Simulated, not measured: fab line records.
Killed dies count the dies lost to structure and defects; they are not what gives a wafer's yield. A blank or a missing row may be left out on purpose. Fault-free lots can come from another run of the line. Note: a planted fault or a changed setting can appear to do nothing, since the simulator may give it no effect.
Problem report, 8D (eight disciplines) form, completed by code ; flow gf180mcu ; the parts of the form that need people (team, actions taken, sign-off) are left out

== 1. WHAT IS WRONG ==
PASSIVATION_CVD_00_THK at GF_PASSIVATION_THK_MEAS_01 reads a mean of 1115 nm on 9 wafers of 3 lots; wafers without a fault read 1004 nm with a standard deviation of 17. That is +6.5 standard deviations from the usual mean.
Earliest sighting: wafer L815.3 on film metro-02 at day 31 22:25. Wafers with a number at this step in the record: 36, from 12 lots. Rule for "out" (also "out of limits"): further than 4 standard deviations from the usual mean. The other wafers with a number count as sound.

== 2. WHAT IT IS; WHAT IT IS NOT ==
question;is;is not
which readings at this step;PASSIVATION_CVD_00_THK;-
which lots;L815, L818, L820;L802, L803, L809, L810, L811, L813, L819, L824, L825
which wafers of those lots;all that have a number;-
read on which gauges;film metro-02, film metro-03;film metro-04
when;from day 31 22:25;"up to then (18 sound wafers); but 9 sound wafers of L819, L824, L825 came after"

== 3. THE SUSPECTS, EACH WITH WHAT RULES IT OUT ==
Counting: a tool at a process step up to the reading stays a suspect if it ran every lot that is out and no sound lot after the first of them.
- the gauge at GF_PASSIVATION_THK_MEAS_01: ruled out. Those wafers that are out were read across 2 gauges (film metro-02, film metro-03).
- pecvd-02 at GF_PASSIVATION_CVD_00 (deposits SiO2 from TEOS, target thk 1000 nm, time 111.95 s): kept. Every lot that is out went through it, starting with L815 (day 31 22:19), and after that it ran no sound lot; the last sound lot it ran before then is L811 (day 31 00:41). On those wafers its own readings are out: rf fwd power W.
Remaining after the count: pecvd-02 at GF_PASSIVATION_CVD_00.

== 4. THE CAUSE (what the simulator had put in) ==
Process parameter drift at GF_PASSIVATION_CVD_00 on pecvd-02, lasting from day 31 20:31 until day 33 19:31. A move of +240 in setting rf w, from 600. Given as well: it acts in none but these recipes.
This tool alone remained once counting was done.

== 5. THE CHAIN OF EFFECTS, in route order ==
One row per reading whose mean, taken over the struck wafers that have a number, lies over 3 standard deviations from the usual. Only readings whose record carries a usual standard deviation are examined. hours: median over the lots of the time between each lot's start at the first step of this table that gives one and its start at this step. sigmas: the change, counted in usual standard deviations.
hours;step;reading;usual;on struck wafers;change;sigmas
0;GF_PASSIVATION_CVD_00;rf fwd power W;596.7 W;837.3;+240.6;+99 or more
0;GF_PASSIVATION_THK_MEAS_01;PASSIVATION_CVD_00_THK;1004 nm;1115;+111;+6.5
Here are the process steps it includes:
- GF_PASSIVATION_CVD_00: deposits SiO2 from TEOS, target thk 1000 nm, time 111.95 s.
Later measuring or inspecting steps at which every struck wafer that the step has a row for has a number for every such reading, and none has moved that far: GF_PASSIVATION_THK_MEAS_03.

== 6. WHAT WOULD HAVE CAUGHT IT SOONER ==
2 hours passed between the start of the fault at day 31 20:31 and the first reading out of limits at a measuring or inspecting step in this record, taken at day 31 22:25.
Tool's own readings at GF_PASSIVATION_CVD_00, rf fwd power W: out on all struck wafers the step has rows for; an alarm limit on them would have tripped on the first.
Among the 3 lots that are out, L818, L820 began GF_PASSIVATION_CVD_00 on pecvd-02 after day 31 22:25. A hold on the tool at that time would have spared those 2.
